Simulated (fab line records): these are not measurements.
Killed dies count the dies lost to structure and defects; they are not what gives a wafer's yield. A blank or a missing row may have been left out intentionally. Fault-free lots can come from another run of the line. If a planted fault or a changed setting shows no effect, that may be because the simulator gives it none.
Struck lot and sound lot, side by side + flow sky130 + 17 out of 708 route steps
Sound: these wafers, L731.1, L731.4, L731.6. Struck: wafer L738.5 (left out: L738.1, L738.4 of the same lot, which were not struck); the cause appears at the end.
Per side, at each step with rows, come the tool, then ch with its chambers, and then its first start. Under that, the readings that differ: sound wafers + struck wafers + difference of the means + sigmas: that difference in standard deviations of wafers without a fault.
alike: same words and numbers on both sides, and readings whose means sit less than 2 such deviations apart. not compared: any withheld reading, any reading some wafer has no value for, any bound like >300 that may hide the same value, and any number with overlapping values for which the record gives no deviation.
A row with sigmas, a row that says differs or no value, or rows on one side alone: a step with any of these is where the two part. Numbers that don't overlap but have no deviation are shown without sigmas and don't part them. A reading that every wafer of one side lacks parts them only if that side has two wafers or more.

first, 2 steps without rows for these wafers: SKY_LOCAL_INTERCONNECT_PEB_09; SKY_LOCAL_INTERCONNECT_DEVELOP_10 (develop time 60 s).
SKY_LOCAL_INTERCONNECT_CD_MEAS_11: the cd target is 170 nm.
  struck on cd-sem-02, day 34 15:50; sound on cd-sem-02, day 32 06:44
  alike: cd-nm
SKY_LOCAL_INTERCONNECT_OVL_MEAS_12:
  struck on overlay-02, day 34 15:58; sound on overlay-01, day 32 06:51
  alike: LOCAL_INTERCONNECT_OVL
SKY_LOCAL_INTERCONNECT_ETCH_13: etches BARC in N2/H2, stops on SiO2, time 45.9 s, target depth 60 nm.
  sound on rie-metal-03 ch 1, day 32 06:53; struck on rie-metal-02 ch 1, day 34 16:00
| reading                     | sound       | struck | difference | sigmas |
|-----------------------------|-------------|--------|------------|--------|
| drypump-motor-current-A (A) | 5.0 5.0 5.0 | 6.1    | +1.1       | +2     |
  alike: he-backside-leak-sccm, oes-product-au, throttle-valve-pct
  not compared: rf-hours-counter-h
SKY_LOCAL_INTERCONNECT_METAL_ETCH_14: etches TiN in Cl2/BCl3, stops on PSG, target depth 110 nm, time 31.4 s.
  sound on rie-metal-03 ch 1, day 32 07:01; struck on rie-metal-02 ch 1, day 34 16:04
| reading                     | sound             | struck | difference | sigmas |
|-----------------------------|-------------------|--------|------------|--------|
| drypump-motor-current-A (A) | 5.0 5.0 5.0       | 6.2    | +1.2       | +3     |
| oes-product-au (a.u.)       | 0.951 0.947 0.940 | 0.928  | -0.018     | -2     |
  alike: he-backside-leak-sccm, throttle-valve-pct
  not compared: rf-hours-counter-h
SKY_LOCAL_INTERCONNECT_STRIP_15: strips in O2/N2.
  sound on plasma-asher-03 ch 0,1, day 32 07:07; struck on plasma-asher-01 ch 1, day 34 16:07
  alike: drypump-motor-current-A, o2-flow-sccm, oes-product-au, strip-time-to-endpoint-s
  not compared: rf-hours-counter-h
then, 3 steps without rows for these wafers: SKY_LOCAL_INTERCONNECT_STRIP_16 (strips in post etch residue remover, time 1200 s); SKY_LOCAL_INTERCONNECT_CLEAN_17 (cleans in IPA, time 180 s); SKY_LOCAL_INTERCONNECT_CLEAN_18 (cleans in O3/DIW).
SKY_CONTACT_CVD_00: deposits Si3N4, target thk 75 nm.
  sound on pecvd-01 ch 0,1, day 32 07:42; struck on pecvd-02 ch 1, day 34 16:47
  alike: heater-power-w
SKY_CONTACT_THK_MEAS_01:
  struck on film-metro-01, day 34 16:50; sound on film-metro-01, day 32 07:44
  alike: CONTACT_CVD_00_THK
SKY_CONTACT_HDPCVD_02: deposits SiO2, target thk 565 nm, time 94.2 s.
  sound on hdpcvd-01 ch 1,2, day 32 07:48; struck on hdpcvd-01 ch 1, day 34 16:53
| reading                                     | sound             | struck | difference | sigmas |
|---------------------------------------------|-------------------|--------|------------|--------|
| sih4-flow-sccm (sccm)                       | 60.04 59.83 59.75 | 71.70  | +11.83     | +62    |
| model.SiO2_of_CONTACT_HDPCVD_02.thk-nm (nm) | 571 562.7 574.6   | 681.5  | +112.1     |        |
SKY_CONTACT_THK_MEAS_03:
  struck on film-metro-03, day 34 16:58; sound on film-metro-01, day 32 07:52
| reading                 | sound       | struck | difference | sigmas |
|-------------------------|-------------|--------|------------|--------|
| CONTACT_HDPCVD_THK (nm) | 571 563 575 | 681    | +111       | +19    |
SKY_CONTACT_CMP_04: polishes SiO2.
  sound on cmp-01 ch 0,2,3, day 32 11:50; struck on cmp-01 ch 1, day 34 17:07
| reading                | sound    | struck | difference | sigmas |
|------------------------|----------|--------|------------|--------|
| time-to-endpoint-s (s) | 81 83 85 | 120    | +37        | +11    |
  alike: edge-zone-pressure-frac, motor-current-A, retaining-ring-pressure-frac
SKY_CONTACT_BOW_MEAS_05:
  struck on film-metro-03, day 34 17:19; sound on film-metro-02, day 32 12:05
  alike: CONTACT_BOW
-- the record jumps here: 14 days lie between the struck wafers' starts before and after (it left off in module CONTACT and takes up again in module PAD_OPEN, whose first step shown is number 708 of the route) --
SKY_PAD_OPEN_PROBE_99:
  record: rows for the struck wafers here (prober-01, day 48 21:58), none for the sound ones

## WHERE THEY PART
Earliest at SKY_LOCAL_INTERCONNECT_ETCH_13; latest, in this record, at SKY_PAD_OPEN_PROBE_99.

WHY: what had been put in by the simulator
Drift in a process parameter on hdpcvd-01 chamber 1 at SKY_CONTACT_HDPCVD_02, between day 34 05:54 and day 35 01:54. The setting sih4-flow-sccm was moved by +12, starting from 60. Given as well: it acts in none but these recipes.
